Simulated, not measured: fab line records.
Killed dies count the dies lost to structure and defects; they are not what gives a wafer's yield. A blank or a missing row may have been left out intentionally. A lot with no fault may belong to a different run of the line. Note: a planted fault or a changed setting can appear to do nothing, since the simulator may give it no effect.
Matching of chambers	flow gf180mcu	pecvd-02 running GF_V1_CVD_02: 3 sister chambers
The step deposits SiO2 from TEOS, target thk 850 nm, time 94.851 s. 3 wafers are shown with their chamber, then 7 later ones without.

EACH WAFER AND ITS CHAMBER
wafer	chamber	heater-power-w (W)
L571.2	2	667
L571.5	0	821
L572.2	1	709

WAFERS WITH NO CHAMBER GIVEN
wafer	heater-power-w (W)
L572.3	694
L572.5	544
L573.4	656
L573.6	782
L574.1	820
L574.2	762
L574.4	617

CHAMBER TAKEN BY EACH
wafer	from the rows above	in truth
L572.3	can't be placed: 1 or 2 or 0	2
L572.5	can't be placed: 2 or 1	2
L573.4	can't be placed: 2 or 1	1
L573.6	can't be placed: 0 or 1 or 2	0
L574.1	can't be placed: 0 or 1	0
L574.2	can't be placed: 1 or 0 or 2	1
L574.4	can't be placed: 2 or 1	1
Correctly placed: 0 of 7. Cannot be placed on the basis of these rows: 7; the candidates contain the true chamber in 7. 0 placed wrongly.
How it was worked out, from the rows above alone: a wafer's distance from a chamber is the root of the sum, over the readings, of the square of ((its reading less the chamber's mean) divided by the reading's scatter). The wafer belongs to the nearest chamber; if the next one is less than 2 further off, it can't be placed. The mean given for a chamber averages the wafers shown for that chamber. The scatter (one wafer shown for each chamber): square how far every hidden wafer sits from the nearest shown wafer, average those squares and take the square root.
